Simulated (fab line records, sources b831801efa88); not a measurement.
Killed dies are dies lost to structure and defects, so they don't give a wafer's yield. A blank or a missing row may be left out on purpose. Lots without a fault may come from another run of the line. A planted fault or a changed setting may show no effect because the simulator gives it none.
fab line records | flow gf180mcu
record lots=5 wafers=15 last_day=32
route steps=602 shown V5@564 TOP_METAL@567 PASSIVATION@587
lots that met no fault: from a run of the same line without faults
start_h: hours from the record's first day to the start of the lot's first wafer shown | wait_h: hours since the lot's step before | " the same as in the row above | L1.1+2: a row that stands for several wafers | - no value, or no start given | * or withheld: withheld | < > ~ a bound
route shown NAME@n: a module of which the file shows steps, and the number in the route of the first | usual: mean/standard deviation of fault-free wafers | same: alike in all rows | chamber/n: place in a boat | sites: the reading at each site | _std_site: their standard deviation | _edge_site: outer sites' mean less inner sites' | radius_mm: how far each site lies from the wafer's centre | mask NAME#n: copy n | behind: the tool/chamber that last shaped the wafer | hold: why the lot was held/for how many hours/how that ended | device: the transistor (n, p or np) that didn't switch | end of line: the same wafers' tests at the end of the route | a step without rows: its recipe alone | killed: dies lost to structure and defects at the first sort, not the wafer's yield | map: a wafer's dies, x killed, . not, _ none there
set.NAME: the setting as run; set.NAME@STEP: as run at that earlier step | model.NAME: the simulator's own value behind a step, which no gauge read
lots at some steps of the route; a table a step, a row a wafer
services: from which hour (start_h, from the record's first day; less than 0 if before it) a tool's chamber was out of use, for how many hours, and why
## steps
# step GF_V5_RS_MEAS_24
# recipe thk_meas_gauge=four-point-probe reads=W_of_V5_CVD_23+TiN_of_V5_SPUTTER_22+Ti_of_V5_SPUTTER_21
# usual V5_W_RS=0.322/0.0058
# columns lot.wafer tool chamber start_h wait_h V5_W_RS[ohm/sq]
L080.2 film_metro-04 - 678.63 0.1 0.325
L080.3 " - " " 0.316
L080.4 " - " " 0.326
L083.4 film_metro-04 - 698.15 0.1 0.327
L083.5 " - " " 0.322
L083.6 " - " " 0.313
L086.2 film_metro-04 - 720.74 0.1 0.328
L086.4 " - " " 0.321
L086.5 " - " " 0.323
L089.3 film_metro-02 - 736.20 0.1 0.316
L089.4 " - " " 0.321
L089.5 " - " " 0.315
L090.1 film_metro-02 - 739.00 0.1 0.320
L090.4 " - " " 0.317
L090.5 " - " " 0.328
# step GF_V5_THK_MEAS_25
# recipe thk_meas_gauge=xrf reads=W_of_V5_CVD_23
# usual V5_W_THK=359/6.8
# columns lot.wafer tool chamber start_h wait_h V5_W_THK[nm]
L080.2 film_metro-04 - 678.74 0.1 357
L080.3 " - " " 365
L080.4 " - " " 355
L083.4 film_metro-04 - 698.24 0.1 353
L083.5 " - " " 358
L083.6 " - " " 369
L086.2 film_metro-04 - 720.85 0.1 350
L086.4 " - " " 357
L086.5 " - " " 355
L089.3 film_metro-02 - 736.30 0.1 368
L089.4 " - " " 361
L089.5 " - " " 367
L090.1 film_metro-02 - 739.12 0.1 360
L090.4 " - " " 365
L090.5 " - " " 353
# step GF_V5_CMP_26
# recipe stop_on=SiO2 down_force_psi=3.5 platen_rpm=60 t_overpolish_s=15 target_thk_nm=0 pad_velocity_m_s=0.94248
# usual motor_current_A=11.3/1.5 overpolish_run_s=15.001/0.0088 platen_rpm=60.00/0.037 time_to_endpoint_s=85/4
# columns lot.wafer tool chamber start_h wait_h motor_current_A overpolish_run_s platen_rpm time_to_endpoint_s
L080.3 cmp-01 3 678.79 0.0 10.8 14.998 60.00 84
L080.4 " 0 " " 10.0 15.008 60.00 79
L080.2 " 2 " " 13.2 14.992 60.05 82
L083.4 cmp-02 0 698.32 0.1 12.1 15.001 60.07 82
L083.6 " 3 " " 10.7 15.009 60.01 90
L083.5 " 0 " " 12.1 15.003 60.01 80
L086.2 cmp-02 2 720.90 0.0 13.9 15.007 59.98 90
L086.4 " 1 " " 9.3 14.998 59.98 83
L086.5 " 3 " " 10.6 14.988 60.05 86
L089.4 cmp-02 1 736.34 0.0 9.3 15.002 59.99 83
L089.3 " 0 " " 12.2 14.993 59.99 83
L089.5 " 1 " " 9.4 14.998 60.06 86
L090.1 cmp-02 3 739.23 0.1 10.3 15.000 60.01 84
L090.4 " 0 " " 12.5 14.995 59.98 84
L090.5 " 2 " " 13.0 15.009 60.05 83
# step GF_TOP_METAL_SPUTTER_00
# recipe material=Ti target_thk_nm=37.5 arriving_ion_energy_ev=80 substrate_temp_c=200 chamber_pressure_pa=2 power_w=4000 time_s=150
# usual throttle_valve_pct=30.0/1.4
# columns lot.wafer tool chamber start_h wait_h throttle_valve_pct
L080.2 pvd_sputter-01 - 679.09 0.1 29.7
L080.3 " - " " 27.2
L080.4 " - " " 31.5
L083.4 pvd_sputter-03 - 698.57 0.2 29.1
L083.5 " - " " 29.9
L083.6 " - " " 29.0
L086.2 pvd_sputter-04 - 721.20 0.2 32.3
L086.4 " - " " 29.7
L086.5 " - " " 32.1
L089.3 pvd_sputter-01 - 736.64 0.1 29.5
L089.4 " - " " 29.3
L089.5 " - " " 31.4
L090.1 pvd_sputter-04 - 739.48 0.2 29.8
L090.4 " - " " 30.5
L090.5 " - " " 30.9
# step GF_TOP_METAL_SPUTTER_01
# recipe material=TiN target_thk_nm=30 power_w=6500 time_s=25 chamber_pressure_pa=0.4
# usual throttle_valve_pct=30.0/1.4
# columns lot.wafer tool chamber start_h wait_h throttle_valve_pct
L080.2 pvd_sputter-01 - 679.19 0.1 29.2
L080.3 " - " " 27.0
L080.4 " - " " 31.7
L083.4 pvd_sputter-03 - 698.67 0.1 29.0
L083.5 " - " " 29.9
L083.6 " - " " 29.1
L086.2 pvd_sputter-04 - 721.30 0.1 32.0
L086.4 " - " " 29.8
L086.5 " - " " 32.3
L089.3 pvd_sputter-01 - 736.74 0.1 29.5
L089.4 " - " " 29.7
L089.5 " - " " 31.5
L090.1 pvd_sputter-04 - 739.60 0.1 29.6
L090.4 " - " " 30.3
L090.5 " - " " 31.0
# step GF_TOP_METAL_SPUTTER_02
# recipe material=AlCu target_thk_nm=900 power_w=10600 chamber_pressure_pa=0.3 substrate_temp_c=250 gas=Ar time_s=47.82
# usual throttle_valve_pct=30.0/1.4
# columns lot.wafer tool chamber start_h wait_h throttle_valve_pct
L080.2 pvd_sputter-01 - 679.22 0.0 29.5
L080.3 " - " " 26.9
L080.4 " - " " 31.2
L083.4 pvd_sputter-03 - 698.70 0.0 29.1
L083.5 " - " " 29.9
L083.6 " - " " 29.2
L086.2 pvd_sputter-04 - 721.33 0.0 32.2
L086.4 " - " " 29.8
L086.5 " - " " 32.3
L089.3 pvd_sputter-01 - 736.77 0.0 29.3
L089.4 " - " " 29.5
L089.5 " - " " 31.6
L090.1 pvd_sputter-04 - 739.63 0.0 29.9
L090.4 " - " " 30.4
L090.5 " - " " 31.3
# step GF_TOP_METAL_SPUTTER_03
# recipe material=Ti target_thk_nm=5 substrate_temp_c=300 chamber_pressure_pa=0.3 power_w=3000 time_s=3.3
# usual throttle_valve_pct=30.0/1.4
# columns lot.wafer tool chamber start_h wait_h throttle_valve_pct
L080.2 pvd_sputter-01 - 679.26 0.0 29.5
L080.3 " - " " 27.3
L080.4 " - " " 31.4
L083.4 pvd_sputter-03 - 698.74 0.0 28.9
L083.5 " - " " 29.9
L083.6 " - " " 29.0
L086.2 pvd_sputter-04 - 721.38 0.0 32.1
L086.4 " - " " 29.8
L086.5 " - " " 32.4
L089.3 pvd_sputter-01 - 736.81 0.0 29.6
L089.4 " - " " 29.4
L089.5 " - " " 31.3
L090.1 pvd_sputter-04 - 739.67 0.0 29.9
L090.4 " - " " 30.4
L090.5 " - " " 31.0
# step GF_TOP_METAL_SPUTTER_04
# recipe material=TiN target_thk_nm=25 power_w=6500 time_s=19.94 chamber_pressure_pa=0.4
# usual throttle_valve_pct=30.0/1.4
# columns lot.wafer tool chamber start_h wait_h throttle_valve_pct
L080.2 pvd_sputter-01 - 679.28 0.0 29.6
L080.3 " - " " 26.9
L080.4 " - " " 31.5
L083.4 pvd_sputter-03 - 698.76 0.0 28.9
L083.5 " - " " 29.8
L083.6 " - " " 28.9
L086.2 pvd_sputter-04 - 721.40 0.0 32.5
L086.4 " - " " 29.9
L086.5 " - " " 32.3
L089.3 pvd_sputter-01 - 736.83 0.0 29.5
L089.4 " - " " 29.6
L089.5 " - " " 31.4
L090.1 pvd_sputter-04 - 739.69 0.0 29.9
L090.4 " - " " 30.4
L090.5 " - " " 30.9
# step GF_TOP_METAL_RS_MEAS_05
# recipe thk_meas_gauge=four-point-probe reads=TiN_of_TOP_METAL_SPUTTER_04+Ti_of_TOP_METAL_SPUTTER_03+AlCu_of_TOP_METAL_SPUTTER_02+TiN_of_TOP_METAL_SPUTTER_01+Ti_of_TOP_METAL_SPUTTER_00
# usual TOP_METAL_ALCU_RS=0.0327/0.00041
# columns lot.wafer tool chamber start_h wait_h TOP_METAL_ALCU_RS[ohm/sq]
L080.2 film_metro-04 - 679.33 0.0 0.0321
L080.3 " - " " 0.0324
L080.4 " - " " 0.0323
L083.4 film_metro-04 - 698.85 0.1 0.0330
L083.5 " - " " 0.0326
L083.6 " - " " 0.0332
L086.2 film_metro-04 - 721.44 0.0 0.0326
L086.4 " - " " 0.0328
L086.5 " - " " 0.0330
L089.3 film_metro-04 - 736.90 0.1 0.0319
L089.4 " - " " 0.0317
L089.5 " - " " 0.0317
L090.1 film_metro-03 - 739.72 0.0 0.0327
L090.4 " - " " 0.0326
L090.5 " - " " 0.0327
# step GF_TOP_METAL_THK_MEAS_06
# recipe thk_meas_gauge=xrf reads=AlCu_of_TOP_METAL_SPUTTER_02
# usual TOP_METAL_ALCU_THK=893/12
# columns lot.wafer tool chamber start_h wait_h TOP_METAL_ALCU_THK[nm]
L080.2 film_metro-04 - 679.44 0.1 917
L080.3 " - " " 914
L080.4 " - " " 915
L083.4 film_metro-04 - 698.94 0.1 887
L083.5 " - " " 897
L083.6 " - " " 883
L086.2 film_metro-04 - 721.55 0.1 894
L086.4 " - " " 891
L086.5 " - " " 892
L089.3 film_metro-04 - 737.00 0.1 918
L089.4 " - " " 919
L089.5 " - " " 919
L090.1 film_metro-03 - 739.84 0.1 889
L090.4 " - " " 892
L090.5 " - " " 889
# step GF_TOP_METAL_DEHYDRATE_07
# recipe temp_c=200 time_s=60
# columns lot.wafer tool chamber start_h wait_h
L080.2+3+4 litho_track-04 0 688.33 8.9
L083.4+5+6 litho_track-03 0 707.60 8.6
L086.2+4+5 litho_track-04 0 729.78 8.2
L089.3+4+5 litho_track-03 0 744.92 7.9
L090.1+4+5 litho_track-04 0 747.20 7.4
# step GF_TOP_METAL_HMDS_08
# recipe prime_time_s=60 prime_temp_c=120
# columns lot.wafer tool chamber start_h wait_h
L080.2+3+4 litho_track-04 0 688.48 0.1
L083.4+5+6 litho_track-03 0 707.75 0.1
L086.2+4+5 litho_track-04 0 729.93 0.1
L089.3+4+5 litho_track-03 0 745.07 0.1
L090.1+4+5 litho_track-04 0 747.35 0.1
# step GF_TOP_METAL_COAT_09
# recipe resist=NOVOLAK spin_rpm=3000 resist_thk_nm=1500
# usual dispense_pressure_kPa=50.3/2.6
# columns lot.wafer tool chamber start_h wait_h dispense_pressure_kPa
L080.2 litho_track-04 0 688.63 0.1 51.7
L080.3 " 0 " " 51.7
L080.4 " 0 " " 51.7
L083.4 litho_track-03 0 707.90 0.1 50.8
L083.5 " 0 " " 50.8
L083.6 " 0 " " 50.8
L086.2 litho_track-04 0 730.08 0.1 51.7
L086.4 " 0 " " 51.7
L086.5 " 0 " " 51.7
L089.3 litho_track-03 0 745.22 0.1 50.8
L089.4 " 0 " " 50.8
L089.5 " 0 " " 50.8
L090.1 litho_track-04 0 747.50 0.1 51.7
L090.4 " 0 " " 51.7
L090.5 " 0 " " 51.7
# step GF_TOP_METAL_SOFTBAKE_10
# recipe temp_c=90 time_s=60 resist=NOVOLAK
# columns lot.wafer tool chamber start_h wait_h
L080.2+3+4 litho_track-04 0 688.78 0.1
L083.4+5+6 litho_track-03 0 708.05 0.1
L086.2+4+5 litho_track-04 0 730.23 0.1
L089.3+4+5 litho_track-03 0 745.37 0.1
L090.1+4+5 litho_track-04 0 747.65 0.1
# step GF_TOP_METAL_EXPOSE_11
# recipe mask_id=MetalTop target_cd_nm=440 na=0.6 source_shape=conventional sigma_outer=0.6 dose_mj=170
# same na=0.6
# columns lot.wafer tool chamber start_h wait_h mask
L080.2+3+4 iline_stepper-01 0 - - MetalTop#0
L083.4+5+6 iline_stepper-02 0 - - MetalTop#0
L086.2+4+5 iline_stepper-01 0 - - MetalTop#0
L089.3+4+5 iline_stepper-01 0 - - MetalTop#0
L090.1+4+5 iline_stepper-01 0 - - MetalTop#0
# step GF_TOP_METAL_PEB_12
# recipe temp_c=withheld time_s=* resist=NOVOLAK
# columns lot.wafer tool chamber start_h wait_h
L080.2+3+4 litho_track-02 0 - -
L083.4+5+6 litho_track-02 0 - -
L086.2+4+5 litho_track-03 0 - -
L089.3+4+5 litho_track-04 0 - -
L090.1+4+5 litho_track-04 0 - -
# step GF_TOP_METAL_DEVELOP_13
# recipe develop_time_s=60 dev_temp_c=23
# usual developer_temp_C=22.99/0.1
# columns lot.wafer tool chamber start_h wait_h developer_temp_C
L080.2 litho_track-02 0 698.08 0.1 23.12
L080.3 " 0 " " 23.00
L080.4 " 0 " " 22.86
L083.4 litho_track-02 0 716.53 0.1 23.04
L083.5 " 0 " " 22.99
L083.6 " 0 " " 22.94
L086.2 litho_track-03 0 738.50 0.1 22.96
L086.4 " 0 " " 22.87
L086.5 " 0 " " 23.06
L089.3 litho_track-04 0 752.90 0.1 22.94
L089.4 " 0 " " 23.02
L089.5 " 0 " " 22.85
L090.1 litho_track-04 0 755.70 0.1 22.92
L090.4 " 0 " " 22.91
L090.5 " 0 " " 22.97
# step GF_TOP_METAL_CD_MEAS_14
# recipe target_cd_nm=440
# usual cd_nm=439.7/2.2
# columns lot.wafer tool chamber start_h wait_h cd_nm
L080.2 cd_sem-02 - 698.22 0.1 436.0
L080.3 " - " " 438.0
L080.4 " - " " 438.9
L083.4 cd_sem-01 - 716.66 0.1 436.8
L083.5 " - " " 439.5
L083.6 " - " " 437.6
L086.2 cd_sem-01 - 738.64 0.1 440.1
L086.4 " - " " 441.7
L086.5 " - " " 441.5
L089.3 cd_sem-01 - 753.04 0.1 443.0
L089.4 " - " " 442.5
L089.5 " - " " 440.9
L090.1 cd_sem-02 - 755.85 0.1 442.5
L090.4 " - " " 441.4
L090.5 " - " " 441.4
# step GF_TOP_METAL_OVL_MEAS_15
# usual TOP_METAL_OVL=-0.3/2.3
# columns lot.wafer tool chamber start_h wait_h TOP_METAL_OVL[nm]
L080.2 overlay-02 - 698.33 0.1 -0.5
L080.3 " - " " -2.3
L080.4 " - " " -2.1
L083.4 overlay-02 - 716.74 0.1 2.4
L083.5 " - " " 1.0
L083.6 " - " " 0.3
L086.2 overlay-02 - 738.77 0.1 -1.7
L086.4 " - " " -1.4
L086.5 " - " " 1.0
L089.3 overlay-02 - 753.14 0.1 -1.2
L089.4 " - " " -1.3
L089.5 " - " " -1.7
L090.1 overlay-02 - 755.97 0.1 -1.6
L090.4 " - " " -3.8
L090.5 " - " " -1.3
# step GF_TOP_METAL_METAL_ETCH_16
# recipe chemistry=Cl2/BCl3 mask_material=NOVOLAK target_depth_nm=1197 stop_on=SiO2 pressure_mtorr=8 icp_w=800 bias_w=142 Cl2_flow_sccm=80 bcl3_flow_sccm=40 time_s=199.5
# usual drypump_motor_current_A=5.8/0.37 oes_product_au=0.989/0.0083 throttle_valve_pct=28.231/0.011
# columns lot.wafer tool chamber start_h wait_h drypump_motor_current_A oes_product_au rf_hours_counter_h throttle_valve_pct
L080.2 rie_metal-04 1 698.42 0.1 6.0 0.989 - 28.227
L080.3 " 1 " " 6.0 0.992 - 28.222
L080.4 " 1 " " 6.0 1.001 - 28.239
L083.4 rie_metal-01 1 716.82 0.1 6.5 0.999 - 28.243
L083.5 " 1 " " 6.5 0.995 - 28.237
L083.6 " 0 " " 5.3 0.987 - 28.243
L086.2 rie_metal-03 0 738.86 0.1 5.7 0.975 - 28.227
L086.4 " 0 " " 5.7 0.971 - 28.248
L086.5 " 0 " " 5.7 0.979 - 28.248
L089.3 rie_metal-04 1 753.22 0.1 6.0 0.999 - 28.218
L089.4 " 0 " " 5.6 1.006 - 28.237
L089.5 " 1 " " 6.0 0.997 - 28.223
L090.1 rie_metal-01 1 756.01 0.0 6.5 0.999 6 28.236
L090.4 " 0 " " 5.3 0.989 - 28.234
L090.5 " 0 " " 5.3 0.978 - 28.238
# step GF_TOP_METAL_STRIP_17
# recipe chemistry=O2/N2 power_w=1400 pressure_mtorr=1500 platen_temp_c=250 o2_flow_sccm=3000 n2_flow_sccm=300 overash_fraction=0.5
# usual drypump_motor_current_A=5.9/0.37 heater_power_w=335/60 oes_product_au=0.710/0.004 strip_time_to_endpoint_s=12.93/0.12
# same overash_fraction=0.5
# columns lot.wafer tool chamber start_h wait_h drypump_motor_current_A heater_power_w oes_product_au rf_hours_counter_h strip_time_to_endpoint_s
L080.2 plasma_asher-02 0 698.74 0.3 6.2 359 0.720 93 12.83
L080.3 " 0 " " 6.2 358 0.704 - 12.83
L080.4 " 1 " " 5.7 368 0.709 - 12.81
L083.4 plasma_asher-01 1 716.98 0.1 6.5 309 0.713 - 12.96
L083.5 " 0 " " 5.7 305 0.716 - 12.99
L083.6 " 1 " " 6.5 300 0.708 - 13.01
L086.2 plasma_asher-02 1 739.18 0.3 5.7 354 0.706 97 13.15
L086.4 " 1 " " 5.7 353 0.708 - 13.16
L086.5 " 0 " " 6.2 361 0.709 - 13.14
L089.3 plasma_asher-03 0 753.38 0.1 6.0 392 0.710 - 12.78
L089.4 " 1 " " 5.4 261 0.707 - 12.84
L089.5 " 1 " " 5.4 263 0.713 - 12.80
L090.1 plasma_asher-03 0 756.20 0.1 6.0 389 0.707 1 12.86
L090.4 " 1 " " 5.4 256 0.711 - 12.86
L090.5 " 1 " " 5.4 264 0.718 - 12.94
# step GF_TOP_METAL_STRIP_18
# recipe chemistry=post_etch_residue_remover time_s=1200 temp_c=72.5
# columns lot.wafer tool chamber start_h wait_h
L080.2+3+4 wet_bench-02 3 698.84 0.1
L083.4+5+6 wet_bench-04 1 717.05 0.0
L086.2+4+5 wet_bench-04 0 739.28 0.1
L089.3+4+5 wet_bench-01 2 753.45 0.0
L090.1+4+5 wet_bench-02 2 756.30 0.1
# step GF_TOP_METAL_CLEAN_19
# recipe chemistry=DIW dry=n2_spin
# columns lot.wafer tool chamber start_h wait_h
L080.2+3+4 wet_bench-04 3 699.18 0.0
L083.4+5+6 wet_bench-02 1 717.39 0.0
L086.2+4+5 wet_bench-01 2 739.65 0.0
L089.3+4+5 wet_bench-02 1 753.79 0.0
L090.1+4+5 wet_bench-01 3 756.67 0.0
# step GF_PASSIVATION_CVD_00
# recipe material=SiO2 target_thk_nm=1000 precursor=TEOS temp_c=400 time_s=111.95 rf_w=600
# usual heater_power_w=682/110 susceptor_temp_C=400.02/0.25
# columns lot.wafer tool chamber start_h wait_h heater_power_w susceptor_temp_C
L080.2 pecvd-04 0 699.28 0.0 544 399.80
L080.3 " 2 " " 627 400.36
L080.4 " 2 " " 683 400.07
L083.4 pecvd-02 1 717.52 0.0 627 400.22
L083.5 " 0 " " 690 399.75
L083.6 " 2 " " 905 400.27
L086.2 pecvd-04 0 739.74 0.0 550 400.16
L086.4 " 0 " " 587 399.79
L086.5 " 2 " " 709 399.96
L089.3 pecvd-02 2 753.89 0.0 897 399.91
L089.4 " 0 " " 567 399.83
L089.5 " 2 " " 933 399.95
L090.1 pecvd-01 1 756.77 0.0 791 400.43
L090.4 " 0 " " 733 400.31
L090.5 " 1 " " 839 400.07
# step GF_PASSIVATION_THK_MEAS_01
# recipe reads=SiO2_of_PASSIVATION_CVD_00
# usual PASSIVATION_CVD_00_THK=998/14
# columns lot.wafer tool chamber start_h wait_h PASSIVATION_CVD_00_THK[nm]
L080.2 film_metro-03 - 699.37 0.0 979
L080.3 " - " " 983
L080.4 " - " " 995
L083.4 film_metro-03 - 717.59 0.0 1017
L083.5 " - " " 996
L083.6 " - " " 1019
L086.2 film_metro-01 - 739.83 0.0 964
L086.4 " - " " 994
L086.5 " - " " 1001
L089.3 film_metro-01 - 753.99 0.1 989
L089.4 " - " " 996
L089.5 " - " " 1009
L090.1 film_metro-02 - 756.84 0.0 1003
L090.4 " - " " 1020
L090.5 " - " " 1016
# step GF_PASSIVATION_CVD_02
# recipe material=Si3N4 target_thk_nm=700 time_s=486.18 temp_c=400 rf_w=450
# usual heater_power_w=712/100 susceptor_temp_C=399.98/0.21
# columns lot.wafer tool chamber start_h wait_h heater_power_w susceptor_temp_C
L080.2 pecvd-02 1 699.42 0.0 623 399.76
L080.3 " 0 " " 727 399.81
L080.4 " 0 " " 751 400.50
L083.4 pecvd-04 1 717.76 0.2 695 399.93
L083.5 " 2 " " 740 400.07
L083.6 " 0 " " 513 400.15
L086.2 pecvd-02 1 739.88 0.0 665 400.13
L086.4 " 1 " " 686 399.95
L086.5 " 2 " " 800 399.51
L089.3 pecvd-01 2 754.03 0.0 750 399.78
L089.4 " 0 " " 636 399.92
L089.5 " 2 " " 775 399.90
L090.1 pecvd-02 1 756.90 0.1 559 400.16
L090.4 " 2 " " 927 399.65
L090.5 " 0 " " 634 399.93
# step GF_PASSIVATION_THK_MEAS_03
# recipe reads=Si3N4_of_PASSIVATION_CVD_02
# usual PASSIVATION_CVD_02_THK=704/9.4
# columns lot.wafer tool chamber start_h wait_h PASSIVATION_CVD_02_THK[nm]
L080.2 film_metro-02 - 699.72 0.2 706
L080.3 " - " " 696
L080.4 " - " " 713
L083.4 film_metro-02 - 717.94 0.0 702
L083.5 " - " " 711
L083.6 " - " " 703
L086.2 film_metro-01 - 740.18 0.2 704
L086.4 " - " " 711
L086.5 " - " " 697
L089.3 film_metro-02 - 754.34 0.2 698
L089.4 " - " " 706
L089.5 " - " " 705
L090.1 film_metro-01 - 757.19 0.1 705
L090.4 " - " " 706
L090.5 " - " " 712
# step GF_PASSIVATION_DEHYDRATE_04
# recipe temp_c=200 time_s=60
# columns lot.wafer tool chamber start_h wait_h
L080.2+3+4 litho_track-03 0 708.50 8.8
L083.4+5+6 litho_track-04 0 726.48 8.5
L086.2+4+5 litho_track-01 0 747.93 7.7
L089.3+4+5 litho_track-01 0 762.15 7.8
L090.1+4+5 litho_track-01 0 764.70 7.5
# step GF_PASSIVATION_HMDS_05
# recipe prime_time_s=60 prime_temp_c=120
# columns lot.wafer tool chamber start_h wait_h
L080.2+3+4 litho_track-03 0 708.65 0.1
L083.4+5+6 litho_track-04 0 726.63 0.1
L086.2+4+5 litho_track-01 0 748.08 0.1
L089.3+4+5 litho_track-01 0 762.30 0.1
L090.1+4+5 litho_track-01 0 764.85 0.1
# step GF_PASSIVATION_COAT_06
# recipe spin_rpm=2000 resist_thk_nm=4000
# usual dispense_pressure_kPa=50.7/0.95
# columns lot.wafer tool chamber start_h wait_h dispense_pressure_kPa
L080.2 litho_track-03 0 708.80 0.1 50.7
L080.3 " 0 " " 50.7
L080.4 " 0 " " 50.7
L083.4 litho_track-04 0 726.78 0.1 51.7
L083.5 " 0 " " 51.8
L083.6 " 0 " " 51.7
L086.2 litho_track-01 0 748.23 0.1 49.6
L086.4 " 0 " " 49.6
L086.5 " 0 " " 49.7
L089.3 litho_track-01 0 762.45 0.1 49.6
L089.4 " 0 " " 49.7
L089.5 " 0 " " 49.6
L090.1 litho_track-01 0 765.00 0.1 49.6
L090.4 " 0 " " 49.6
L090.5 " 0 " " 49.6
# step GF_PASSIVATION_SOFTBAKE_07
# recipe temp_c=110 time_s=withheld
# columns lot.wafer tool chamber start_h wait_h
L080.2+3+4 litho_track-03 0 708.95 0.1
L083.4+5+6 litho_track-04 0 726.95 0.1
L086.2+4+5 litho_track-01 0 748.39 0.1
L089.3+4+5 litho_track-01 0 762.62 0.1
L090.1+4+5 litho_track-01 0 765.15 0.1
# step GF_PASSIVATION_EXPOSE_08
# recipe mask_id=Pad target_cd_nm=40000 na=0.57 dose_mj=310
# same na=0.57
# columns lot.wafer tool chamber start_h wait_h mask
L080.2+3+4 iline_stepper-01 0 - - Pad#0
L083.4+5+6 iline_stepper-01 0 - - Pad#0
L086.2+4+5 iline_stepper-02 0 - - Pad#0
L089.3+4+5 iline_stepper-01 0 - - Pad#0
L090.1+4+5 iline_stepper-02 0 - - Pad#0
# step GF_PASSIVATION_PEB_09
# recipe temp_c=115 time_s=withheld
# columns lot.wafer tool chamber start_h wait_h
L080.2+3+4 litho_track-04 0 - -
L083.4+5+6 litho_track-03 0 - -
L086.2+4+5 litho_track-01 0 - -
L089.3+4+5 litho_track-04 0 - -
L090.1+4+5 litho_track-01 0 - -
# step GF_PASSIVATION_DEVELOP_10
# recipe develop_time_s=60 dev_temp_c=23
# usual developer_temp_C=22.98/0.089
# columns lot.wafer tool chamber start_h wait_h developer_temp_C
L080.2 litho_track-04 0 - - 22.95
L080.3 " 0 " " 22.93
L080.4 " 0 " " 22.75
L083.4 litho_track-03 0 - - 22.94
L083.5 " 0 " " 22.97
L083.6 " 0 " " 22.94
L086.2 litho_track-01 0 - - 23.12
L086.4 " 0 " " 22.91
L086.5 " 0 " " 23.06
L089.3 litho_track-04 0 - - 22.97
L089.4 " 0 " " 22.86
L089.5 " 0 " " 22.97
L090.1 litho_track-01 0 - - 23.10
L090.4 " 0 " " 23.09
L090.5 " 0 " " 22.91
# step GF_PASSIVATION_ETCH_11
# recipe chemistry=CF4/O2 target_depth_nm=2040 stop_on=TiN source_w=800 bias_w=150 pressure_mtorr=150 cf4_flow_sccm=80 O2_flow_sccm=10 time_s=453.3
# usual drypump_motor_current_A=5.7/0.41 oes_product_au=0.991/0.0062 throttle_valve_pct=5.968/0.0099
# columns lot.wafer tool chamber start_h wait_h drypump_motor_current_A oes_product_au rf_hours_counter_h throttle_valve_pct
L080.2 rie_diel-04 1 717.75 - 6.1 0.995 4 5.961
L080.3 " 3 " " 6.0 0.986 16 5.958
L080.4 " 1 " " 6.1 0.990 - 5.967
L083.4 rie_diel-01 1 735.42 - 5.1 0.985 13 5.962
L083.5 " 1 " " 5.2 0.997 - 5.959
L083.6 " 0 " " 5.8 0.982 - 5.988
L086.2 rie_diel-04 1 756.65 - 6.1 0.994 5 5.981
L086.4 " 3 " " 6.0 0.997 18 5.979
L086.5 " 0 " " 5.7 0.987 - 5.977
L089.3 rie_diel-01 1 770.15 - 5.1 0.993 15 5.968
L089.4 " 3 " " 6.3 0.997 12 5.979
L089.5 " 2 " " 5.6 0.994 - 5.983
L090.1 rie_diel-01 3 773.00 - 6.3 0.990 12 5.966
L090.4 " 0 " " 5.8 0.990 26 5.975
L090.5 " 2 " " 5.6 0.989 - 5.969
# step GF_PASSIVATION_STRIP_12
# recipe chemistry=O2/N2 power_w=1400 pressure_mtorr=1500 platen_temp_c=250 o2_flow_sccm=3000 n2_flow_sccm=300 overash_fraction=0.5
# usual drypump_motor_current_A=5.8/0.35 heater_power_w=339/49 oes_product_au=0.718/0.0043 strip_time_to_endpoint_s=32.96/0.25
# same overash_fraction=0.5
# columns lot.wafer tool chamber start_h wait_h drypump_motor_current_A heater_power_w oes_product_au rf_hours_counter_h strip_time_to_endpoint_s
L080.2 plasma_asher-02 1 718.02 0.1 5.7 356 0.718 95 32.56
L080.3 " 0 " " 6.2 352 0.718 - 32.84
L080.4 " 1 " " 5.7 348 0.708 - 32.48
L083.4 plasma_asher-02 1 735.72 0.2 5.7 354 0.720 - 32.86
L083.5 " 1 " " 5.7 354 0.714 - 32.72
L083.6 " 0 " " 6.2 356 0.716 - 33.03
L086.2 plasma_asher-02 0 756.92 0.1 6.3 351 0.717 99 32.79
L086.4 " 1 " " 5.7 347 0.718 - 33.10
L086.5 " 1 " " 5.7 348 0.721 - 33.09
L089.3 plasma_asher-02 0 770.46 0.2 6.3 363 0.717 - 32.94
L089.4 " 1 " " 5.7 348 0.719 - 32.60
L089.5 " 1 " " 5.7 350 0.714 - 32.84
L090.1 plasma_asher-02 1 773.27 0.1 5.7 352 0.723 101 32.82
L090.4 " 0 " " 6.2 352 0.725 - 33.45
L090.5 " 0 " " 6.3 358 0.720 - 33.08
# step GF_PASSIVATION_ANNEAL_13
# recipe temp_c=400 time_s=1800 ambient=N2/H2 idle_temp_c=300 ramp_up_c_per_min=10 ramp_down_c_per_min=3
# columns lot.wafer tool chamber start_h wait_h
L080.2+3+4 furnace-02 0 718.12 0.1
L083.4+5+6 furnace-01 0 735.79 0.0
L086.2+4+5 furnace-02 0 757.02 0.1
L089.3+4+5 furnace-01 0 770.52 0.0
L090.1+4+5 furnace-02 0 773.37 0.1
# step GF_PASSIVATION_BOW_MEAS_14
# recipe mode=bow
# usual PASSIVATION_BOW=139/11
# columns lot.wafer tool chamber start_h wait_h PASSIVATION_BOW[um]
L080.2 film_metro-03 - 719.64 0.0 138
L080.3 " - " " 138
L080.4 " - " " 131
L083.4 film_metro-01 - 737.35 0.1 138
L083.5 " - " " 144
L083.6 " - " " 144
L086.2 film_metro-03 - 758.54 0.0 134
L086.4 " - " " 140
L086.5 " - " " 141
L089.3 film_metro-03 - 772.06 0.0 132
L089.4 " - " " 149
L089.5 " - " " 141
L090.1 film_metro-03 - 774.87 0.0 136
L090.4 " - " " 135
L090.5 " - " " 133
## services
# columns tool chamber start_h hours kind
furnace-02 - 658.10 2.7 pm
furnace-01 - 662.24 3.7 pm
rie_diel-04 0 665.74 3.4 repair
iline_stepper-01 - 667.22 6.4 repair
pvd_sputter-01 - 670.82 4.9 repair
pecvd-04 - 675.22 2.8 repair
pecvd-02 2 677.38 17.8 repair
pvd_sputter-03 - 678.30 2.3 repair
plasma_asher-02 - 687.28 0.5 repair
wet_bench-04 - 689.34 6.4 repair
pecvd-04 2 689.93 4.9 repair
rie_diel-04 - 695.30 14.6 pm
iline_stepper-01 - 698.49 4.4 pm
pecvd-01 1 704.91 5.4 repair
rie_diel-04 3 711.06 5.1 repair
iline_stepper-02 - 725.71 1.7 pm
furnace-02 - 726.66 3.1 pm
pvd_sputter-01 - 727.89 5.4 repair
rie_diel-01 0 727.96 7.1 repair
iline_stepper-01 - 731.71 1.7 pm
pecvd-04 - 734.68 1.3 repair
cmp-02 - 744.00 4.0 pm
wet_bench-02 - 744.82 0.5 repair
iline_stepper-02 - 759.31 3.1 repair
## key
fault none
